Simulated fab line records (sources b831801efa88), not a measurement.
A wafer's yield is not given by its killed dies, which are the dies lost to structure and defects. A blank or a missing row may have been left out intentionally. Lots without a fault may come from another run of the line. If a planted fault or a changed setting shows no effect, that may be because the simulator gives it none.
The tool behind it: which one? | flow gf180mcu | 36 wafers sampled from 12 lots at 1 step of a route of 602

WHAT EACH GAUGE READ, for each wafer
GF_M1_CD_MEAS_14 targets a cd of 230 nm.
lot  | measured     | on        | cd_nm (nm)
L075 | day 17 19:15 | cd_sem-01 | 230.9 228.7 229.3
L077 | day 18 10:08 | cd_sem-01 | 231.3 231.3 230.6
L079 | day 19 06:17 | cd_sem-01 | 228.4 229.7 228.7
L081 | day 19 20:23 | cd_sem-01 | 230.4 229.9 230.8
L083 | day 20 09:44 | cd_sem-01 | 231.9 232.1 232.6
L085 | day 21 03:26 | cd_sem-01 | 231.1 231.5 231.1
L087 | day 22 03:57 | cd_sem-02 | 227.0 228.1 227.4
L089 | day 22 17:11 | cd_sem-01 | 230.3 229.0 230.9
L091 | day 23 06:54 | cd_sem-02 | 231.8 231.9 232.5
L093 | day 23 23:46 | cd_sem-01 | 228.0 228.9 228.5
L095 | day 24 14:06 | cd_sem-02 | 227.8 228.1 228.6
L097 | day 25 01:34 | cd_sem-01 | 227.9 227.8 227.3

WHAT TOOL EACH LOT RAN ON (gives the tool, then ch and the chambers of the sampled wafers, and finally the start)
No process step before these readings appears in the record.

THE ANSWER, worked out from the rows above alone
Rule: usual is defined by the lots themselves. Put in order of their means at a reading, lots are off if they are a third of the lots or fewer, leave a main group of 4 or more, and stand apart from it by a gap of 3 or more times the standard deviation of the main group's means; of several such gaps the widest counts. A main group is skipped when, at the precision printed for the reading in the tables above, its means are all equal. A lot without any number at a reading at which 4 lots or more have one is off too. Where the step has rows for the other lots, those lots are counted as sound.
No lot is off on any of the readings shown, so nothing can be concluded from this.

WHAT WAS PUT IN BY THE SIMULATOR
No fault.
